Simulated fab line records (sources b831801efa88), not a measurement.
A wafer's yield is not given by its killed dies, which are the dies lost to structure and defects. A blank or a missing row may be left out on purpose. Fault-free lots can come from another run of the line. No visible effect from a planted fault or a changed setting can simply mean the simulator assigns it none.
Struck lot and sound lot, side by side	flow gf180mcu	15 out of 602 route steps
Sound: wafers L430.1, L430.4, L430.5. The struck wafers were L427.1, L427.2, L427.4. Last of all comes the cause.
Per side, at each step with rows, come the tool, then ch with its chambers, and then its first start. Under that, the readings that differ: sound wafers	struck wafers	difference of the means	sigmas: that difference in standard deviations of wafers without a fault.
alike: same words and numbers on both sides, and readings whose means sit less than 2 such deviations apart. not compared: any withheld reading, any reading some wafer has no value for, any bound like >300 that may hide the same value, and any number with overlapping values for which the record gives no deviation.
A row with sigmas, a row that says differs or no value, or rows on one side alone: a step with any of these is where the two part. When numbers do not overlap yet have no deviation, they are printed without sigmas and do not part them. A reading that every wafer of one side lacks parts them only if that side has two wafers or more.

GF_V3_CMP_26: polishes, stops on SiO2, t overpolish 15 s, target thk 0 nm.
  sound on cmp-02 ch 0,1,3, day 27 06:48; struck on cmp-02 ch 1,2,3, day 26 03:49
  alike: motor current A, overpolish run s, time to endpoint s
GF_M4_SPUTTER_00: material Ti, target thk 37.5 nm, time 150 s.
  sound on pvd sputter-04 at day 27 07:00; struck on pvd sputter-01 at day 26 04:07
  alike: throttle valve pct
GF_M4_SPUTTER_01: material TiN, target thk 30 nm, time 25 s.
  sound on pvd sputter-04 at day 27 07:06; struck on pvd sputter-01 at day 26 04:13
  alike: throttle valve pct
then, 1 step without rows for these wafers: GF_M4_SPUTTER_02 (material AlCu, target thk 450 nm, time 23.9 s).
GF_M4_SPUTTER_03: material Ti, target thk 10 nm, time 6.7 s.
  sound on pvd sputter-04 at day 27 07:10; struck on pvd sputter-01 at day 26 04:16
  alike: throttle valve pct
GF_M4_SPUTTER_04: material TiN, target thk 50 nm, time 41.7 s.
  sound on pvd sputter-04 at day 27 07:11; struck on pvd sputter-01 at day 26 04:17
  alike: throttle valve pct
GF_M4_RS_MEAS_05: measurement is done with a four-point probe.
  sound on film metro-03 at day 27 07:13; struck on film metro-02 at day 26 04:20
  alike: M4_ALCU_RS
GF_M4_THK_MEAS_06: measures by xrf.
  sound on film metro-03 at day 27 07:20; struck on film metro-02 at day 26 04:27
  alike: M4_ALCU_THK
then, 4 steps without rows for these wafers: GF_M4_DEHYDRATE_07 (time 60 s); GF_M4_HMDS_08 (prime time 60 s); GF_M4_COAT_09 (resist thk 1000 nm); GF_M4_SOFTBAKE_10 (time 60 s).
GF_M4_EXPOSE_11: exposes mask Metal4, target cd 280 nm.
  sound on krf scanner-02 ch 0, day 27 17:20; struck on krf scanner-01 ch 0, day 26 15:04
reading	sound	struck	difference	sigmas
exposure dose mJ cm2	28.010 28.054 28.042	28.285 28.316 28.314	+0.270	+10
  alike: mask
then, 2 steps without rows for these wafers: GF_M4_PEB_12 (peb time 90 s); GF_PASSIVATION_PROBE_99.

## WHERE THEY PART
Only at GF_M4_EXPOSE_11, within this record.

WHY: what had been put in by the simulator
Process parameters drifting: krf scanner-01 at GF_M4_EXPOSE_11, beginning at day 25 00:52. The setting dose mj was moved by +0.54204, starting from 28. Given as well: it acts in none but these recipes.
